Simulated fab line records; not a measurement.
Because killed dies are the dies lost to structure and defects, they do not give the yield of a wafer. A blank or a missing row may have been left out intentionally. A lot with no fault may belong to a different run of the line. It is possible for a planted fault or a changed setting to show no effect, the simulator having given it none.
fab line records :: flow sky130
record:
  lots: 12
  wafers: 36
  last-day: 50
route steps=708 shown METAL3@535
lots that met no fault: taken from a fault-free run of the same line
start-h: hours from the record's first day to the start of the lot's first wafer shown :: wait-h: how many hours have passed since the lot's step before this one :: " the same as in the row above :: L1.1+2: one row covering several wafers at once :: - no value, or no start given :: * or withheld: withheld :: < > ~ a bound
route shown NAME@n: a module of which the file shows steps, and the number in the route of the first :: usual: average and standard deviation across the fault-free wafers :: same: alike in all rows :: chamber/n: place in a boat :: sites: readings site by site :: _std_site: standard deviation across them :: _edge_site: inner sites' mean taken away from outer sites' mean :: radius-mm: how far each site lies from the wafer's centre :: mask NAME#n: copy n :: behind: tool/chamber where the wafer was last shaped :: hold: why the lot went on hold/how many hours it stayed there/how the hold came to an end :: device: names the non-switching transistor (n, p or np) :: end of line: the same wafers' tests at the end of the route :: step lacking rows: just its recipe :: killed: dies that structure and defects cost at the first sort, which is not the same as the wafer's yield :: map: shows each die of a wafer: x if killed, . if not, _ if none is there
set.NAME: the setting that was run; set.NAME@STEP: the one run at that earlier step :: model.NAME: the simulator's own value behind a step, which no gauge read
steps of the route over a sample of lots; a table a step, a row a wafer
services: the hour from which a tool's chamber was out of use, counted from the record's first day as start-h (under 0 if before that day), plus the number of hours and why
== steps ==
step: SKY_METAL3_SPUTTER_03
recipe:
  material: Ti
  target-thk-nm: 5
  power-w: 3000
  time-s: 3.3
  chamber-pressure-pa: 0.4
usual:
  throttle-valve-pct: 30.3/0.96
lot.wafer: L194.2
tool: pvd-sputter-04
chamber: -
start-h: 873.53
wait-h: 0.0
throttle-valve-pct: 30.9

lot.wafer: L194.3
tool: pvd-sputter-04
chamber: -
start-h: 873.53
wait-h: 0.0
throttle-valve-pct: 28.7

lot.wafer: L194.4
tool: pvd-sputter-04
chamber: -
start-h: 873.53
wait-h: 0.0
throttle-valve-pct: 30.4

lot.wafer: L197.2
tool: pvd-sputter-04
chamber: -
start-h: 884.44
wait-h: 0.0
throttle-valve-pct: 30.6

lot.wafer: L197.3
tool: pvd-sputter-04
chamber: -
start-h: 884.44
wait-h: 0.0
throttle-valve-pct: 29.0

lot.wafer: L197.4
tool: pvd-sputter-04
chamber: -
start-h: 884.44
wait-h: 0.0
throttle-valve-pct: 31.3

lot.wafer: L198.1
tool: pvd-sputter-04
chamber: -
start-h: 885.43
wait-h: 0.0
throttle-valve-pct: 28.9

lot.wafer: L198.2
tool: pvd-sputter-04
chamber: -
start-h: 885.43
wait-h: 0.0
throttle-valve-pct: 30.0

lot.wafer: L198.6
tool: pvd-sputter-04
chamber: -
start-h: 885.43
wait-h: 0.0
throttle-valve-pct: 30.5

lot.wafer: L202.3
tool: pvd-sputter-03
chamber: -
start-h: 913.50
wait-h: 0.0
throttle-valve-pct: 29.5

lot.wafer: L202.4
tool: pvd-sputter-03
chamber: -
start-h: 913.50
wait-h: 0.0
throttle-valve-pct: 30.9

lot.wafer: L202.6
tool: pvd-sputter-03
chamber: -
start-h: 913.50
wait-h: 0.0
throttle-valve-pct: 29.9

lot.wafer: L203.1
tool: pvd-sputter-02
chamber: -
start-h: 927.42
wait-h: 0.0
throttle-valve-pct: 31.6

lot.wafer: L203.2
tool: pvd-sputter-02
chamber: -
start-h: 927.42
wait-h: 0.0
throttle-valve-pct: 29.9

lot.wafer: L203.5
tool: pvd-sputter-02
chamber: -
start-h: 927.42
wait-h: 0.0
throttle-valve-pct: 32.1

lot.wafer: L204.1
tool: pvd-sputter-03
chamber: -
start-h: 936.53
wait-h: 0.0
throttle-valve-pct: 31.1

lot.wafer: L204.3
tool: pvd-sputter-03
chamber: -
start-h: 936.53
wait-h: 0.0
throttle-valve-pct: 29.4

lot.wafer: L204.6
tool: pvd-sputter-03
chamber: -
start-h: 936.53
wait-h: 0.0
throttle-valve-pct: 29.6

lot.wafer: L206.2
tool: pvd-sputter-02
chamber: -
start-h: 981.79
wait-h: 0.0
throttle-valve-pct: 30.3

lot.wafer: L206.3
tool: pvd-sputter-02
chamber: -
start-h: 981.79
wait-h: 0.0
throttle-valve-pct: 29.6

lot.wafer: L206.5
tool: pvd-sputter-02
chamber: -
start-h: 981.79
wait-h: 0.0
throttle-valve-pct: 31.6

lot.wafer: L209.4
tool: pvd-sputter-02
chamber: -
start-h: 982.61
wait-h: 0.0
throttle-valve-pct: 30.1

lot.wafer: L209.5
tool: pvd-sputter-02
chamber: -
start-h: 982.61
wait-h: 0.0
throttle-valve-pct: 31.9

lot.wafer: L209.6
tool: pvd-sputter-02
chamber: -
start-h: 982.61
wait-h: 0.0
throttle-valve-pct: 29.3

lot.wafer: L211.4
tool: pvd-sputter-03
chamber: -
start-h: 983.68
wait-h: 0.0
throttle-valve-pct: 30.8

lot.wafer: L211.5
tool: pvd-sputter-03
chamber: -
start-h: 983.68
wait-h: 0.0
throttle-valve-pct: 29.8

lot.wafer: L211.6
tool: pvd-sputter-03
chamber: -
start-h: 983.68
wait-h: 0.0
throttle-valve-pct: 29.2

lot.wafer: L208.2
tool: pvd-sputter-04
chamber: -
start-h: 984.28
wait-h: 0.0
throttle-valve-pct: 29.0

lot.wafer: L208.4
tool: pvd-sputter-04
chamber: -
start-h: 984.28
wait-h: 0.0
throttle-valve-pct: 30.6

lot.wafer: L208.5
tool: pvd-sputter-04
chamber: -
start-h: 984.28
wait-h: 0.0
throttle-valve-pct: 29.0

lot.wafer: L210.1
tool: pvd-sputter-04
chamber: -
start-h: 986.09
wait-h: 0.0
throttle-valve-pct: 30.6

lot.wafer: L210.2
tool: pvd-sputter-04
chamber: -
start-h: 986.09
wait-h: 0.0
throttle-valve-pct: 30.1

lot.wafer: L210.6
tool: pvd-sputter-04
chamber: -
start-h: 986.09
wait-h: 0.0
throttle-valve-pct: 30.5

lot.wafer: L215.1
tool: pvd-sputter-02
chamber: -
start-h: 1022.04
wait-h: 0.0
throttle-valve-pct: 29.6

lot.wafer: L215.4
tool: pvd-sputter-02
chamber: -
start-h: 1022.04
wait-h: 0.0
throttle-valve-pct: 31.3

lot.wafer: L215.5
tool: pvd-sputter-02
chamber: -
start-h: 1022.04
wait-h: 0.0
throttle-valve-pct: 30.3
step: SKY_METAL3_SPUTTER_04
recipe:
  material: TiN
  target-thk-nm: 70
  power-w: 6500
  time-s: 58.3
  chamber-pressure-pa: 0.4
usual:
  throttle-valve-pct: 30.3/0.98
lot.wafer: L194.2
tool: pvd-sputter-04
chamber: -
start-h: 873.55
wait-h: 0.0
throttle-valve-pct: 31.2

lot.wafer: L194.3
tool: pvd-sputter-04
chamber: -
start-h: 873.55
wait-h: 0.0
throttle-valve-pct: 29.0

lot.wafer: L194.4
tool: pvd-sputter-04
chamber: -
start-h: 873.55
wait-h: 0.0
throttle-valve-pct: 29.9

lot.wafer: L197.2
tool: pvd-sputter-04
chamber: -
start-h: 884.46
wait-h: 0.0
throttle-valve-pct: 30.5

lot.wafer: L197.3
tool: pvd-sputter-04
chamber: -
start-h: 884.46
wait-h: 0.0
throttle-valve-pct: 29.0

lot.wafer: L197.4
tool: pvd-sputter-04
chamber: -
start-h: 884.46
wait-h: 0.0
throttle-valve-pct: 31.3

lot.wafer: L198.1
tool: pvd-sputter-04
chamber: -
start-h: 885.45
wait-h: 0.0
throttle-valve-pct: 29.2

lot.wafer: L198.2
tool: pvd-sputter-04
chamber: -
start-h: 885.45
wait-h: 0.0
throttle-valve-pct: 30.1

lot.wafer: L198.6
tool: pvd-sputter-04
chamber: -
start-h: 885.45
wait-h: 0.0
throttle-valve-pct: 30.5

lot.wafer: L202.3
tool: pvd-sputter-03
chamber: -
start-h: 913.52
wait-h: 0.0
throttle-valve-pct: 29.7

lot.wafer: L202.4
tool: pvd-sputter-03
chamber: -
start-h: 913.52
wait-h: 0.0
throttle-valve-pct: 30.7

lot.wafer: L202.6
tool: pvd-sputter-03
chamber: -
start-h: 913.52
wait-h: 0.0
throttle-valve-pct: 29.6

lot.wafer: L203.1
tool: pvd-sputter-02
chamber: -
start-h: 927.44
wait-h: 0.0
throttle-valve-pct: 31.8

lot.wafer: L203.2
tool: pvd-sputter-02
chamber: -
start-h: 927.44
wait-h: 0.0
throttle-valve-pct: 30.1

lot.wafer: L203.5
tool: pvd-sputter-02
chamber: -
start-h: 927.44
wait-h: 0.0
throttle-valve-pct: 32.3

lot.wafer: L204.1
tool: pvd-sputter-03
chamber: -
start-h: 936.54
wait-h: 0.0
throttle-valve-pct: 31.2

lot.wafer: L204.3
tool: pvd-sputter-03
chamber: -
start-h: 936.54
wait-h: 0.0
throttle-valve-pct: 28.9

lot.wafer: L204.6
tool: pvd-sputter-03
chamber: -
start-h: 936.54
wait-h: 0.0
throttle-valve-pct: 29.6

lot.wafer: L206.2
tool: pvd-sputter-02
chamber: -
start-h: 981.81
wait-h: 0.0
throttle-valve-pct: 30.0

lot.wafer: L206.3
tool: pvd-sputter-02
chamber: -
start-h: 981.81
wait-h: 0.0
throttle-valve-pct: 29.3

lot.wafer: L206.5
tool: pvd-sputter-02
chamber: -
start-h: 981.81
wait-h: 0.0
throttle-valve-pct: 31.6

lot.wafer: L209.4
tool: pvd-sputter-02
chamber: -
start-h: 982.62
wait-h: 0.0
throttle-valve-pct: 30.2

lot.wafer: L209.5
tool: pvd-sputter-02
chamber: -
start-h: 982.62
wait-h: 0.0
throttle-valve-pct: 32.0

lot.wafer: L209.6
tool: pvd-sputter-02
chamber: -
start-h: 982.62
wait-h: 0.0
throttle-valve-pct: 29.2

lot.wafer: L211.4
tool: pvd-sputter-03
chamber: -
start-h: 983.70
wait-h: 0.0
throttle-valve-pct: 30.8

lot.wafer: L211.5
tool: pvd-sputter-03
chamber: -
start-h: 983.70
wait-h: 0.0
throttle-valve-pct: 29.8

lot.wafer: L211.6
tool: pvd-sputter-03
chamber: -
start-h: 983.70
wait-h: 0.0
throttle-valve-pct: 29.2

lot.wafer: L208.2
tool: pvd-sputter-04
chamber: -
start-h: 984.30
wait-h: 0.0
throttle-valve-pct: 28.8

lot.wafer: L208.4
tool: pvd-sputter-04
chamber: -
start-h: 984.30
wait-h: 0.0
throttle-valve-pct: 30.7

lot.wafer: L208.5
tool: pvd-sputter-04
chamber: -
start-h: 984.30
wait-h: 0.0
throttle-valve-pct: 28.9

lot.wafer: L210.1
tool: pvd-sputter-04
chamber: -
start-h: 986.11
wait-h: 0.0
throttle-valve-pct: 30.3

lot.wafer: L210.2
tool: pvd-sputter-04
chamber: -
start-h: 986.11
wait-h: 0.0
throttle-valve-pct: 30.1

lot.wafer: L210.6
tool: pvd-sputter-04
chamber: -
start-h: 986.11
wait-h: 0.0
throttle-valve-pct: 30.3

lot.wafer: L215.1
tool: pvd-sputter-02
chamber: -
start-h: 1022.06
wait-h: 0.0
throttle-valve-pct: 29.7

lot.wafer: L215.4
tool: pvd-sputter-02
chamber: -
start-h: 1022.06
wait-h: 0.0
throttle-valve-pct: 31.8

lot.wafer: L215.5
tool: pvd-sputter-02
chamber: -
start-h: 1022.06
wait-h: 0.0
throttle-valve-pct: 30.1
step: SKY_METAL3_ETCH_16
recipe:
  chemistry: N2/H2
  target: BARC
  ion-energy-ev: 200
  bias-w: 100
  pressure-mtorr: 30
  n2-flow-sccm: 100
  h2-flow-sccm: 200
  icp-w: 500
  stop-on: SiO2
  time-s: 88.2
  target-depth-a: 600
usual:
  drypump-motor-current-A: 5.77/0.29
  oes-product-au: 0.626/0.0047
  rf-fwd-power-W: 496.6/1.9
  throttle-valve-pct: 13.205/0.0081
lot.wafer: L194.2
tool: rie-metal-03
chamber: 0
start-h: 924.09
wait-h: 0.0
drypump-motor-current-A: 6.01
oes-product-au: 0.620
rf-fwd-power-W: 493.3
rf-hours-counter-h: 2
throttle-valve-pct: 13.199

lot.wafer: L194.3
tool: rie-metal-03
chamber: 1
start-h: 924.09
wait-h: 0.0
drypump-motor-current-A: 5.43
oes-product-au: 0.626
rf-fwd-power-W: 504.1
rf-hours-counter-h: -
throttle-valve-pct: 13.192

lot.wafer: L194.4
tool: rie-metal-03
chamber: 0
start-h: 924.09
wait-h: 0.0
drypump-motor-current-A: 6.00
oes-product-au: 0.631
rf-fwd-power-W: 495.5
rf-hours-counter-h: -
throttle-valve-pct: 13.204

lot.wafer: L197.2
tool: rie-metal-01
chamber: 1
start-h: 935.46
wait-h: 0.1
drypump-motor-current-A: 5.81
oes-product-au: 0.627
rf-fwd-power-W: 493.8
rf-hours-counter-h: -
throttle-valve-pct: 13.209

lot.wafer: L197.3
tool: rie-metal-01
chamber: 1
start-h: 935.46
wait-h: 0.1
drypump-motor-current-A: 5.80
oes-product-au: 0.626
rf-fwd-power-W: 498.6
rf-hours-counter-h: -
throttle-valve-pct: 13.190

lot.wafer: L197.4
tool: rie-metal-01
chamber: 1
start-h: 935.46
wait-h: 0.1
drypump-motor-current-A: 5.82
oes-product-au: 0.635
rf-fwd-power-W: 495.0
rf-hours-counter-h: -
throttle-valve-pct: 13.209

lot.wafer: L198.1
tool: rie-metal-02
chamber: 1
start-h: 936.38
wait-h: 0.0
drypump-motor-current-A: 5.95
oes-product-au: 0.617
rf-fwd-power-W: 497.2
rf-hours-counter-h: 16
throttle-valve-pct: 13.220

lot.wafer: L198.2
tool: rie-metal-02
chamber: 0
start-h: 936.38
wait-h: 0.0
drypump-motor-current-A: 5.07
oes-product-au: 0.627
rf-fwd-power-W: 494.3
rf-hours-counter-h: 20
throttle-valve-pct: 13.194

lot.wafer: L198.6
tool: rie-metal-02
chamber: 1
start-h: 936.38
wait-h: 0.0
drypump-motor-current-A: 5.96
oes-product-au: 0.623
rf-fwd-power-W: 497.8
rf-hours-counter-h: -
throttle-valve-pct: 13.205

lot.wafer: L202.3
tool: rie-metal-01
chamber: 0
start-h: 962.75
wait-h: 0.0
drypump-motor-current-A: 5.94
oes-product-au: 0.631
rf-fwd-power-W: 496.4
rf-hours-counter-h: -
throttle-valve-pct: 13.201

lot.wafer: L202.4
tool: rie-metal-01
chamber: 1
start-h: 962.75
wait-h: 0.0
drypump-motor-current-A: 5.81
oes-product-au: 0.622
rf-fwd-power-W: 496.5
rf-hours-counter-h: -
throttle-valve-pct: 13.204

lot.wafer: L202.6
tool: rie-metal-01
chamber: 1
start-h: 962.75
wait-h: 0.0
drypump-motor-current-A: 5.81
oes-product-au: 0.630
rf-fwd-power-W: 495.4
rf-hours-counter-h: -
throttle-valve-pct: 13.203

lot.wafer: L203.1
tool: rie-metal-02
chamber: 0
start-h: 976.89
wait-h: 0.0
drypump-motor-current-A: 5.11
oes-product-au: 0.637
rf-fwd-power-W: 496.3
rf-hours-counter-h: 22
throttle-valve-pct: 13.211

lot.wafer: L203.2
tool: rie-metal-02
chamber: 1
start-h: 976.89
wait-h: 0.0
drypump-motor-current-A: 5.95
oes-product-au: 0.627
rf-fwd-power-W: 497.0
rf-hours-counter-h: 18
throttle-valve-pct: 13.202

lot.wafer: L203.5
tool: rie-metal-02
chamber: 1
start-h: 976.89
wait-h: 0.0
drypump-motor-current-A: 5.95
oes-product-au: 0.621
rf-fwd-power-W: 498.6
rf-hours-counter-h: -
throttle-valve-pct: 13.212

lot.wafer: L204.1
tool: rie-metal-01
chamber: 1
start-h: 984.73
wait-h: 0.0
drypump-motor-current-A: 5.80
oes-product-au: 0.622
rf-fwd-power-W: 494.2
rf-hours-counter-h: 17
throttle-valve-pct: 13.207

lot.wafer: L204.3
tool: rie-metal-01
chamber: 0
start-h: 984.73
wait-h: 0.0
drypump-motor-current-A: 5.96
oes-product-au: 0.624
rf-fwd-power-W: 495.5
rf-hours-counter-h: -
throttle-valve-pct: 13.218

lot.wafer: L204.6
tool: rie-metal-01
chamber: 1
start-h: 984.73
wait-h: 0.0
drypump-motor-current-A: 5.82
oes-product-au: 0.634
rf-fwd-power-W: 498.8
rf-hours-counter-h: -
throttle-valve-pct: 13.217

lot.wafer: L206.2
tool: rie-metal-02
chamber: 1
start-h: 1029.26
wait-h: 0.1
drypump-motor-current-A: 5.95
oes-product-au: 0.629
rf-fwd-power-W: 498.9
rf-hours-counter-h: -
throttle-valve-pct: 13.207

lot.wafer: L206.3
tool: rie-metal-02
chamber: 1
start-h: 1029.26
wait-h: 0.1
drypump-motor-current-A: 5.96
oes-product-au: 0.624
rf-fwd-power-W: 496.9
rf-hours-counter-h: -
throttle-valve-pct: 13.221

lot.wafer: L206.5
tool: rie-metal-02
chamber: 1
start-h: 1029.26
wait-h: 0.1
drypump-motor-current-A: 5.95
oes-product-au: 0.631
rf-fwd-power-W: 497.5
rf-hours-counter-h: -
throttle-valve-pct: 13.212

lot.wafer: L209.4
tool: rie-metal-02
chamber: 1
start-h: 1030.37
wait-h: 0.1
drypump-motor-current-A: 5.97
oes-product-au: 0.624
rf-fwd-power-W: 497.1
rf-hours-counter-h: -
throttle-valve-pct: 13.204

lot.wafer: L209.5
tool: rie-metal-02
chamber: 1
start-h: 1030.37
wait-h: 0.1
drypump-motor-current-A: 5.95
oes-product-au: 0.628
rf-fwd-power-W: 494.7
rf-hours-counter-h: -
throttle-valve-pct: 13.198

lot.wafer: L209.6
tool: rie-metal-02
chamber: 1
start-h: 1030.37
wait-h: 0.1
drypump-motor-current-A: 5.97
oes-product-au: 0.616
rf-fwd-power-W: 495.7
rf-hours-counter-h: -
throttle-valve-pct: 13.207

lot.wafer: L211.4
tool: rie-metal-02
chamber: 1
start-h: 1031.25
wait-h: 0.1
drypump-motor-current-A: 5.95
oes-product-au: 0.631
rf-fwd-power-W: 495.2
rf-hours-counter-h: -
throttle-valve-pct: 13.209

lot.wafer: L211.5
tool: rie-metal-02
chamber: 1
start-h: 1031.25
wait-h: 0.1
drypump-motor-current-A: 5.95
oes-product-au: 0.631
rf-fwd-power-W: 493.9
rf-hours-counter-h: -
throttle-valve-pct: 13.213

lot.wafer: L211.6
tool: rie-metal-02
chamber: 1
start-h: 1031.25
wait-h: 0.1
drypump-motor-current-A: 5.95
oes-product-au: 0.622
rf-fwd-power-W: 495.0
rf-hours-counter-h: -
throttle-valve-pct: 13.192

lot.wafer: L208.2
tool: rie-metal-02
chamber: 1
start-h: 1032.29
wait-h: 0.1
drypump-motor-current-A: 5.99
oes-product-au: 0.628
rf-fwd-power-W: 497.8
rf-hours-counter-h: -
throttle-valve-pct: 13.208

lot.wafer: L208.4
tool: rie-metal-02
chamber: 1
start-h: 1032.29
wait-h: 0.1
drypump-motor-current-A: 6.00
oes-product-au: 0.624
rf-fwd-power-W: 494.8
rf-hours-counter-h: -
throttle-valve-pct: 13.222

lot.wafer: L208.5
tool: rie-metal-02
chamber: 1
start-h: 1032.29
wait-h: 0.1
drypump-motor-current-A: 5.97
oes-product-au: 0.617
rf-fwd-power-W: 497.1
rf-hours-counter-h: -
throttle-valve-pct: 13.192

lot.wafer: L210.1
tool: rie-metal-03
chamber: 0
start-h: 1032.72
wait-h: 0.0
drypump-motor-current-A: 5.96
oes-product-au: 0.626
rf-fwd-power-W: 495.7
rf-hours-counter-h: 7
throttle-valve-pct: 13.207

lot.wafer: L210.2
tool: rie-metal-03
chamber: 1
start-h: 1032.72
wait-h: 0.0
drypump-motor-current-A: 5.43
oes-product-au: 0.627
rf-fwd-power-W: 496.9
rf-hours-counter-h: 15
throttle-valve-pct: 13.206

lot.wafer: L210.6
tool: rie-metal-03
chamber: 1
start-h: 1032.72
wait-h: 0.0
drypump-motor-current-A: 5.43
oes-product-au: 0.631
rf-fwd-power-W: 499.8
rf-hours-counter-h: -
throttle-valve-pct: 13.205

lot.wafer: L215.1
tool: rie-metal-01
chamber: 0
start-h: 1065.48
wait-h: 0.0
drypump-motor-current-A: 5.97
oes-product-au: 0.629
rf-fwd-power-W: 496.3
rf-hours-counter-h: 19
throttle-valve-pct: 13.206

lot.wafer: L215.4
tool: rie-metal-01
chamber: 1
start-h: 1065.48
wait-h: 0.0
drypump-motor-current-A: 5.81
oes-product-au: 0.633
rf-fwd-power-W: 495.6
rf-hours-counter-h: -
throttle-valve-pct: 13.211

lot.wafer: L215.5
tool: rie-metal-01
chamber: 1
start-h: 1065.48
wait-h: 0.0
drypump-motor-current-A: 5.82
oes-product-au: 0.622
rf-fwd-power-W: 494.6
rf-hours-counter-h: -
throttle-valve-pct: 13.200
step: SKY_METAL3_ETCH_17
recipe:
  target: SiO2
  stop-on: TiN
  chemistry: C4F8/O2/Ar
  source-w: 1500
  bias-w: 1200
  pressure-mtorr: 40
  c4f8-flow-sccm: withheld
  O2_flow_sccm: 6
  Ar_flow_sccm: 300
  time-s: 3.9
  target-depth-a: 150
usual:
  oes-product-au: 0.755/0.0069
  rf-fwd-power-W: 1466/6.8
lot.wafer: L194.2
tool: rie-diel-03
chamber: 1
start-h: 924.19
wait-h: 0.1
oes-product-au: 0.742
rf-fwd-power-W: 1470
rf-hours-counter-h: 6

lot.wafer: L194.3
tool: rie-diel-03
chamber: 0
start-h: 924.19
wait-h: 0.1
oes-product-au: 0.756
rf-fwd-power-W: 1453
rf-hours-counter-h: 9

lot.wafer: L194.4
tool: rie-diel-03
chamber: 2
start-h: 924.19
wait-h: 0.1
oes-product-au: 0.761
rf-fwd-power-W: 1472
rf-hours-counter-h: 17

lot.wafer: L197.2
tool: rie-diel-03
chamber: 1
start-h: 935.62
wait-h: 0.1
oes-product-au: 0.751
rf-fwd-power-W: 1467
rf-hours-counter-h: 6

lot.wafer: L197.3
tool: rie-diel-03
chamber: 3
start-h: 935.62
wait-h: 0.1
oes-product-au: 0.755
rf-fwd-power-W: 1451
rf-hours-counter-h: 3

lot.wafer: L197.4
tool: rie-diel-03
chamber: 2
start-h: 935.62
wait-h: 0.1
oes-product-au: 0.757
rf-fwd-power-W: 1477
rf-hours-counter-h: 17

lot.wafer: L198.1
tool: rie-diel-02
chamber: 3
start-h: 936.48
wait-h: 0.1
oes-product-au: 0.755
rf-fwd-power-W: 1473
rf-hours-counter-h: 10

lot.wafer: L198.2
tool: rie-diel-02
chamber: 1
start-h: 936.48
wait-h: 0.1
oes-product-au: 0.762
rf-fwd-power-W: 1459
rf-hours-counter-h: 2

lot.wafer: L198.6
tool: rie-diel-02
chamber: 1
start-h: 936.48
wait-h: 0.1
oes-product-au: 0.759
rf-fwd-power-W: 1465
rf-hours-counter-h: -

lot.wafer: L202.3
tool: rie-diel-04
chamber: 2
start-h: 962.82
wait-h: 0.0
oes-product-au: 0.755
rf-fwd-power-W: 1469
rf-hours-counter-h: 14

lot.wafer: L202.4
tool: rie-diel-04
chamber: 0
start-h: 962.82
wait-h: 0.0
oes-product-au: 0.755
rf-fwd-power-W: 1460
rf-hours-counter-h: 7

lot.wafer: L202.6
tool: rie-diel-04
chamber: 1
start-h: 962.82
wait-h: 0.0
oes-product-au: 0.756
rf-fwd-power-W: 1477
rf-hours-counter-h: -

lot.wafer: L203.1
tool: rie-diel-02
chamber: 3
start-h: 976.99
wait-h: 0.1
oes-product-au: 0.750
rf-fwd-power-W: 1474
rf-hours-counter-h: 11

lot.wafer: L203.2
tool: rie-diel-02
chamber: 2
start-h: 976.99
wait-h: 0.1
oes-product-au: 0.754
rf-fwd-power-W: 1470
rf-hours-counter-h: 12

lot.wafer: L203.5
tool: rie-diel-02
chamber: 1
start-h: 976.99
wait-h: 0.1
oes-product-au: 0.762
rf-fwd-power-W: 1464
rf-hours-counter-h: -

lot.wafer: L204.1
tool: rie-diel-03
chamber: 0
start-h: 984.83
wait-h: 0.1
oes-product-au: 0.752
rf-fwd-power-W: 1461
rf-hours-counter-h: 10

lot.wafer: L204.3
tool: rie-diel-03
chamber: 3
start-h: 984.83
wait-h: 0.1
oes-product-au: 0.749
rf-fwd-power-W: 1463
rf-hours-counter-h: 4

lot.wafer: L204.6
tool: rie-diel-03
chamber: 3
start-h: 984.83
wait-h: 0.1
oes-product-au: 0.757
rf-fwd-power-W: 1465
rf-hours-counter-h: -

lot.wafer: L206.2
tool: rie-diel-03
chamber: 2
start-h: 1029.42
wait-h: 0.1
oes-product-au: 0.757
rf-fwd-power-W: 1466
rf-hours-counter-h: 20

lot.wafer: L206.3
tool: rie-diel-03
chamber: 1
start-h: 1029.42
wait-h: 0.1
oes-product-au: 0.747
rf-fwd-power-W: 1461
rf-hours-counter-h: 9

lot.wafer: L206.5
tool: rie-diel-03
chamber: 0
start-h: 1029.42
wait-h: 0.1
oes-product-au: 0.760
rf-fwd-power-W: 1471
rf-hours-counter-h: -

lot.wafer: L209.4
tool: rie-diel-02
chamber: 1
start-h: 1030.47
wait-h: 0.1
oes-product-au: 0.747
rf-fwd-power-W: 1221
rf-hours-counter-h: 5

lot.wafer: L209.5
tool: rie-diel-02
chamber: 0
start-h: 1030.47
wait-h: 0.1
oes-product-au: 0.750
rf-fwd-power-W: 1220
rf-hours-counter-h: -

lot.wafer: L209.6
tool: rie-diel-02
chamber: 1
start-h: 1030.47
wait-h: 0.1
oes-product-au: 0.755
rf-fwd-power-W: 1223
rf-hours-counter-h: -

lot.wafer: L211.4
tool: rie-diel-02
chamber: 2
start-h: 1031.35
wait-h: 0.1
oes-product-au: 0.765
rf-fwd-power-W: 1224
rf-hours-counter-h: 13

lot.wafer: L211.5
tool: rie-diel-02
chamber: 0
start-h: 1031.35
wait-h: 0.1
oes-product-au: 0.761
rf-fwd-power-W: 1220
rf-hours-counter-h: -

lot.wafer: L211.6
tool: rie-diel-02
chamber: 1
start-h: 1031.35
wait-h: 0.1
oes-product-au: 0.754
rf-fwd-power-W: 1225
rf-hours-counter-h: -

lot.wafer: L208.2
tool: rie-diel-03
chamber: 1
start-h: 1032.46
wait-h: 0.1
oes-product-au: 0.757
rf-fwd-power-W: 1468
rf-hours-counter-h: 9

lot.wafer: L208.4
tool: rie-diel-03
chamber: 3
start-h: 1032.46
wait-h: 0.1
oes-product-au: 0.746
rf-fwd-power-W: 1464
rf-hours-counter-h: 5

lot.wafer: L208.5
tool: rie-diel-03
chamber: 0
start-h: 1032.46
wait-h: 0.1
oes-product-au: 0.760
rf-fwd-power-W: 1459
rf-hours-counter-h: -

lot.wafer: L210.1
tool: rie-diel-02
chamber: 2
start-h: 1032.82
wait-h: 0.1
oes-product-au: 0.752
rf-fwd-power-W: 1232
rf-hours-counter-h: 13

lot.wafer: L210.2
tool: rie-diel-02
chamber: 3
start-h: 1032.82
wait-h: 0.1
oes-product-au: 0.751
rf-fwd-power-W: 1239
rf-hours-counter-h: 13

lot.wafer: L210.6
tool: rie-diel-02
chamber: 1
start-h: 1032.82
wait-h: 0.1
oes-product-au: 0.758
rf-fwd-power-W: 1221
rf-hours-counter-h: -

lot.wafer: L215.1
tool: rie-diel-03
chamber: 3
start-h: 1065.58
wait-h: 0.1
oes-product-au: 0.741
rf-fwd-power-W: 1458
rf-hours-counter-h: 6

lot.wafer: L215.4
tool: rie-diel-03
chamber: 0
start-h: 1065.58
wait-h: 0.1
oes-product-au: 0.745
rf-fwd-power-W: 1463
rf-hours-counter-h: 13

lot.wafer: L215.5
tool: rie-diel-03
chamber: 3
start-h: 1065.58
wait-h: 0.1
oes-product-au: 0.753
rf-fwd-power-W: 1468
rf-hours-counter-h: -
== services ==
tool: rie-diel-02
chamber: 3
start-h: 878.38
hours: 3.5
kind: repair

tool: rie-diel-03
chamber: 2
start-h: 900.53
hours: 1.7
kind: repair

tool: rie-diel-04
chamber: 0
start-h: 906.36
hours: 2.4
kind: repair

tool: rie-metal-01
chamber: -
start-h: 921.33
hours: 2.8
kind: pm

tool: rie-diel-02
chamber: 0
start-h: 923.89
hours: -
kind: clean

tool: rie-diel-02
chamber: 0
start-h: 923.89
hours: 19.5
kind: scheduled-down

tool: rie-diel-02
chamber: 0
start-h: 923.89
hours: 19.5
kind: vent-cycle

tool: rie-diel-02
chamber: 1
start-h: 927.62
hours: 3.8
kind: repair

tool: rie-metal-01
chamber: 0
start-h: 934.17
hours: 15.7
kind: repair

tool: rie-metal-02
chamber: -
start-h: 960.59
hours: 2.8
kind: pm

tool: pvd-sputter-02
chamber: -
start-h: 961.41
hours: 1.0
kind: repair

tool: rie-diel-04
chamber: 3
start-h: 966.61
hours: 9.7
kind: repair

tool: rie-diel-03
chamber: 3
start-h: 969.89
hours: 10.9
kind: repair

tool: rie-metal-03
chamber: -
start-h: 974.99
hours: 3.4
kind: repair

tool: rie-diel-04
chamber: 2
start-h: 979.52
hours: 9.5
kind: repair

tool: rie-diel-03
chamber: -
start-h: 995.83
hours: 4.3
kind: pm

tool: pvd-sputter-04
chamber: -
start-h: 1003.23
hours: 9.5
kind: repair

tool: rie-metal-02
chamber: 0
start-h: 1026.25
hours: -
kind: clean

tool: rie-metal-02
chamber: 0
start-h: 1026.25
hours: 24.7
kind: scheduled-down

tool: rie-metal-02
chamber: 0
start-h: 1026.25
hours: 24.7
kind: vent-cycle

tool: pvd-sputter-04
chamber: -
start-h: 1027.26
hours: 2.3
kind: repair

tool: pvd-sputter-04
chamber: -
start-h: 1042.01
hours: 5.0
kind: repair

tool: pvd-sputter-03
chamber: -
start-h: 1059.42
hours: 3.0
kind: repair

tool: rie-diel-04
chamber: 3
start-h: 1065.48
hours: 12.2
kind: repair
== key ==
first-sign:
  step: SKY_METAL3_ETCH_17
  reading: rf-fwd-power-W
  direction: down
  sigmas: 36
  usual: 1466
  struck: 1225
effect none on later readings
met-at SKY_METAL3_ETCH_17
struck-lots L209,L210,L211
not-acting-at SKY_METAL3_SPUTTER_03,SKY_METAL3_SPUTTER_04,SKY_METAL3_ETCH_16
onset-between 976.99 1030.47
fault:
  kind: process-parameter-drift
  tool: rie-diel-02
  chamber: -
  onset-h: 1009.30
  steps: SKY_METAL3_ETCH_17
  channel: source-w
  offset: -240
  shape: step
  end-h: 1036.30
  acts-in: these-recipes-only
  stated: 1500
